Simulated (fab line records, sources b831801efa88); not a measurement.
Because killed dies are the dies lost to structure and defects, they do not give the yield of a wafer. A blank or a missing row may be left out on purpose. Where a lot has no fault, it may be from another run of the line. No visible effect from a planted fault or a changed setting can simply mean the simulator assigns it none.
Which of the tools did it? -- flow sky130 -- 12 lots, 35 wafers sampled, at 5 steps of a route of 708

== WHAT THE GAUGES SHOWED, per wafer ==
SKY_POLY_CUT_OVL_MEAS_09. Usual: for POLY_CUT_OVL the level is -1 nm and the standard deviation is 5.1.
lot,measured,on,POLY_CUT_OVL (nm),flag
L812,day 25 00:48,overlay-01,-10 -2 -4,
L813,day 25 08:58,overlay-02,0 0 7,
L814,day 25 16:48,overlay-01,-1 -5 -11,
L815,day 25 18:16,overlay-01,4 3 0,
L816,day 26 07:16,overlay-01,-3 -4 1,
L818,day 26 23:21,overlay-01,-9 -3 -2,
L817,day 27 03:37,overlay-02,1 4 0,
L820,day 27 06:13,overlay-01,1 -2 -2,
L821,day 27 11:46,overlay-01,-9 -4 0,
L828,day 29 22:16,overlay-02,9 0,
L833,day 31 10:30,overlay-02,3 -2 0,
L835,day 31 21:36,overlay-01,-9 -10 -7,

SKY_SD_P_OVL_MEAS_08. Usual: for SD_P_OVL the level is -0.5 nm and the standard deviation is 1.4.
lot,measured,on,SD_P_OVL (nm),flag
L812,day 26 06:17,overlay-01,-2.6 -1.1 -2.6,
L813,day 26 14:44,overlay-01,-2.3 -0.5 -1.3,
L814,day 26 21:53,overlay-02,-0.4 -1.6 -1.5,
L815,day 27 00:10,overlay-02,-0.7 -1.9 -0.4,
L816,day 27 12:01,overlay-01,-0.3 0.4 0.9,
L818,day 28 04:25,overlay-01,-1.2 -0.9 0.8,
L817,day 28 08:30,overlay-01,0.7 0.5 0.1,
L820,day 28 11:07,overlay-02,-0.1 -0.9 -0.1,
L821,day 28 16:29,overlay-02,-0.3 -1.5 -1.5,
L828,day 31 02:12,overlay-02,3.3 0.7,
L833,day 32 13:29,overlay-01,-0.2 -0.3 1.6,
L835,day 33 00:45,overlay-02,1.1 -1.6 1.8,

SKY_CONTACT_BOW_MEAS_05. Usual: for CONTACT_BOW the level is 80 um and the standard deviation is 6.9.
lot,measured,on,CONTACT_BOW (um),flag
L812,day 31 03:47,film_metro-04,78 81 76,
L813,day 31 14:10,film_metro-04,74 73 75,
L814,day 31 18:52,film_metro-04,81 85 80,
L815,day 31 21:56,film_metro-02,73 72 80,
L816,day 32 09:08,film_metro-01,85 78 90,
L818,day 33 00:05,film_metro-02,79 81 94,
L817,day 33 04:40,film_metro-04,82 83 96,
L820,day 33 06:56,film_metro-02,85 79 85,
L821,day 33 11:22,film_metro-01,92 81 81,
L828,day 35 18:23,film_metro-02,93 75 - -,
L833,day 37 04:19,film_metro-04,83 93 92,
L835,day 37 17:20,film_metro-04,79 69 72,

== EACH LOT AND THE TOOL THAT RAN IT (in order: tool; ch and the chambers of the sampled wafers; start) ==
lot,SKY_RES_XHIGH_SOFTBAKE_03,SKY_SD_N_RTA_14
L812,"litho_track-01 ch 0, day 26 20:44","rtp_anneal-02 ch 0, day 28 15:54"
L813,"litho_track-01 ch 0, day 27 05:19","rtp_anneal-01 ch 0, day 29 01:10"
L814,"litho_track-02 ch 0, day 27 11:45","rtp_anneal-02 ch 0, day 29 06:59"
L815,"litho_track-01 ch 0, day 27 14:17","rtp_anneal-01 ch 0, day 29 09:55"
L816,"litho_track-01 ch 0, day 28 02:50","rtp_anneal-02 ch 0, day 29 21:19"
L818,"litho_track-02 ch 0, day 28 18:22","rtp_anneal-01 ch 0, day 30 14:05"
L817,"litho_track-03 ch 0, day 28 22:29","rtp_anneal-02 ch 0, day 30 17:59"
L820,"litho_track-02 ch 0, day 29 01:42","rtp_anneal-02 ch 0, day 30 20:11"
L821,"litho_track-02 ch 0, day 29 06:43","rtp_anneal-01 ch 0, day 31 01:09"
L828,"litho_track-02 ch 0, day 31 15:46","rtp_anneal-02 ch 0, day 33 09:06"
L833,"litho_track-03 ch 0, day 33 03:42","rtp_anneal-02 ch 0, day 34 20:12"
L835,"litho_track-03 ch 0, day 33 14:51","rtp_anneal-02 ch 0, day 35 08:18"
- SKY_RES_XHIGH_SOFTBAKE_03: time 60 s.
- SKY_SD_N_RTA_14: time 2 s.

== WHAT THE TOOLS THEMSELVES READ (means of the sampled wafers that have a number; where no wafer has one, the mark that the record gives instead) ==
SKY_RES_XHIGH_SOFTBAKE_03. Usual: heater_power_total_W 56.60 W, standard deviation 0.04; run_length_s 89.18 s, standard deviation 0.15.
lot,tool,heater_power_total_W (W),run_length_s (s),flag
L812,litho_track-01,56.60,89.03,
L813,litho_track-01,56.65,89.11,
L814,litho_track-02,56.57,89.32,
L815,litho_track-01,56.60,88.98,
L816,litho_track-01,56.58,89.08,
L818,litho_track-02,56.58,89.29,
L817,litho_track-03,56.61,89.25,
L820,litho_track-02,56.61,89.24,
L821,litho_track-02,56.61,89.50,
L828,litho_track-02,56.64,91.72,OFF
L833,litho_track-03,56.55,89.17,
L835,litho_track-03,56.62,89.14,

SKY_SD_N_RTA_14. Usual: lamp_power_pct 15.73 %, standard deviation 0.059; wafer_temp_C_max 1078.0, standard deviation 1.4.
lot,tool,lamp_power_pct (%),wafer_temp_C_max,flag
L812,rtp_anneal-02,15.71,1078.5,
L813,rtp_anneal-01,15.75,1078.6,
L814,rtp_anneal-02,15.71,1078.3,
L815,rtp_anneal-01,15.71,1077.7,
L816,rtp_anneal-02,15.73,1079.4,
L818,rtp_anneal-01,15.69,1077.6,
L817,rtp_anneal-02,15.72,1078.5,
L820,rtp_anneal-02,15.75,1078.6,
L821,rtp_anneal-01,15.75,1077.6,
L828,rtp_anneal-02,15.73,1079.9,
L833,rtp_anneal-02,15.75,1077.7,
L835,rtp_anneal-02,15.77,1077.0,

== THE ANSWER, worked out from the rows above alone ==
Rule: lot off if the mean of its wafers having a number is beyond 3 standard deviations from the usual mean. Also off: a lot with no number at a reading for which 4 or more lots have one. The other lots that the step has rows for count as sound. The gauges are gone through in route order, then the tools' own readings, and for those a lot's mean is taken as printed above. At the first step where some lot is off, the reading lying furthest off is the one used; lots without a number count as furthest.
Off: L828 (SKY_RES_XHIGH_SOFTBAKE_03, run_length_s).
A tool fits if, at that step or a process step before it, it ran every lot that is off, and no sound lot after the first of them. One fits: litho_track-02 at SKY_RES_XHIGH_SOFTBAKE_03. Its last sound lot is L821 (day 29 06:43), its first lot that is off L828 (day 31 15:46): a fault that began between those two fits.
On the lots that are off, the tool's own readings at SKY_RES_XHIGH_SOFTBAKE_03 differ by more than 5 times the standard deviation of the sound lots' means, which bears it out; run_length_s reads 91.72 s there versus 89.19 s on the sound lots.

== WHAT WAS PUT IN BY THE SIMULATOR ==
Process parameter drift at SKY_RES_XHIGH_SOFTBAKE_03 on litho_track-02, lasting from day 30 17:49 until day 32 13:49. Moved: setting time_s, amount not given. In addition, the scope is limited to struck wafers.
Shown lots that were struck: L828. The rule above reached the same finding.
